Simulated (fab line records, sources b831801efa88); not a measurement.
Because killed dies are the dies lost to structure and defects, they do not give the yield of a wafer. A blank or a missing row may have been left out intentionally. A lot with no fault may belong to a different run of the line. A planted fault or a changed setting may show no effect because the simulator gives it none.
Chamber matching ; flow gf180mcu ; rie_diel-01 running GF_V2_ETCH_16: 4 sister chambers
The step etches BARC in N2/H2. 14 wafers are shown with their chamber, then 6 later ones without.

## WAFERS WITH THEIR CHAMBER
wafer;chamber;drypump_motor_current_A (A);throttle_valve_pct (%);h2_flow_sccm (sccm)
L524.1;1;6.3;13.242;200.0
L524.2;2;5.4;13.225;199.2
L533.1;2;5.3;13.218;199.9
L533.2;1;6.3;13.222;200.6
L533.4;3;6.5;13.214;199.9
L536.1;2;5.3;13.223;200.1
L536.2;3;6.5;13.230;200.2
L536.5;3;6.4;13.217;200.1
L537.2;3;6.5;13.221;198.8
L537.5;0;6.2;13.243;200.3
L537.6;1;6.2;13.208;199.0
L539.4;3;6.4;13.232;199.9
L539.5;1;6.3;13.233;200.0
L539.6;2;5.4;13.236;199.1

SIGNATURES, as means of the wafers listed above
reading;chamber 0;chamber 1;chamber 2;chamber 3;scatter within a chamber
drypump_motor_current_A;6.200;6.275;5.350;6.460;0.0543
throttle_valve_pct;13.24300;13.22625;13.22550;13.22280;0.0103
h2_flow_sccm;200.300;199.900;199.575;199.780;0.578
Rule: a wafer lies at a distance from a chamber equal to the root of the sum of squares, over the readings, of (its reading less the chamber's mean, divided by the reading's scatter). If the next closest chamber is less than 2 further off than the closest, the wafer can't be placed; otherwise it belongs to the closest. The scatter is the square root of a quotient: the sum, over the shown wafers, of each reading's squared deviation from its chamber's mean, divided by wafers minus chambers.

## WAFERS WITH NO CHAMBER GIVEN
wafer;drypump_motor_current_A (A);throttle_valve_pct (%);h2_flow_sccm (sccm)
L542.2;5.3;13.229;200.0
L542.3;6.5;13.234;199.7
L542.6;5.3;13.215;199.5
L543.3;6.3;13.224;199.4
L543.5;5.4;13.222;199.1
L543.6;6.5;13.236;199.5

## CHAMBER TAKEN BY EACH
wafer;from the rows above;in truth
L542.2;2;2
L542.3;3;3
L542.6;2;2
L543.3;1;1
L543.5;2;2
L543.6;3;3
Correctly placed: 6 of 6. Not placeable from these rows: 0. Wrongly placed: 0.
